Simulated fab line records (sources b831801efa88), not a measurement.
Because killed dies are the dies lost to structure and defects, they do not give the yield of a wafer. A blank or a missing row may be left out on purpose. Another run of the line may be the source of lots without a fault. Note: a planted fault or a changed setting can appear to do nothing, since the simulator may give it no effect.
Matching of chambers | flow sky130 | SKY_SONOS_ONO_ETCH_15 on rie diel-03: 4 sister chambers
The step etches the open film in CHF3/O2, target depth 19.52 nm, time 7.8 s. 6 wafers are shown with their chamber, then 7 later ones without.

== WAFERS PAIRED WITH THEIR CHAMBERS ==
wafer  | chamber | rf fwd power W (W) | oes product au (a.u.)
L816.3 | 2       | 591.3              | 1.006
L817.1 | 1       | 590.5              | 0.993
L817.2 | 0       | 592.7              | 0.981
L817.3 | 3       | 588.8              | 1.005
L822.3 | 1       | 588.7              | 0.993
L822.4 | 0       | 593.4              | 0.988

== WAFERS WITH NO CHAMBER GIVEN ==
wafer  | rf fwd power W (W) | oes product au (a.u.)
L822.6 | 593.3              | 1.004
L823.2 | 588.8              | 0.998
L823.3 | 587.8              | 1.003
L823.5 | 589.8              | 1.008
L831.1 | 584.2              | 1.008
L831.2 | 592.3              | 1.003
L831.6 | 593.8              | 0.989

== WHICH CHAMBER EACH ONE RAN IN ==
wafer  | from the rows above          | in truth
L822.6 | 2                            | 2
L823.2 | can't be placed: 1 or 3 or 2 | 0
L823.3 | 3                            | 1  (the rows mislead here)
L823.5 | can't be placed: 3 or 2      | 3
L831.1 | 3                            | 3
L831.2 | 2                            | 2
L831.6 | 0                            | 0
Placed correctly: 4 of 7. Cannot be placed on the basis of these rows: 2; the candidates contain the true chamber in 1. 1 placed wrongly.
How it was worked out, from the rows above alone: a wafer's distance from a chamber is the root of the sum, over the readings, of the square of ((its reading less the chamber's mean) divided by the reading's scatter). If the next closest chamber is less than 2 further off than the closest, the wafer can't be placed; otherwise it belongs to the closest. The mean given for a chamber averages the wafers shown for that chamber. The scatter: take each reading less its chamber's mean, square it, sum over the shown wafers, divide by the number of wafers less the number of chambers, and take the root.
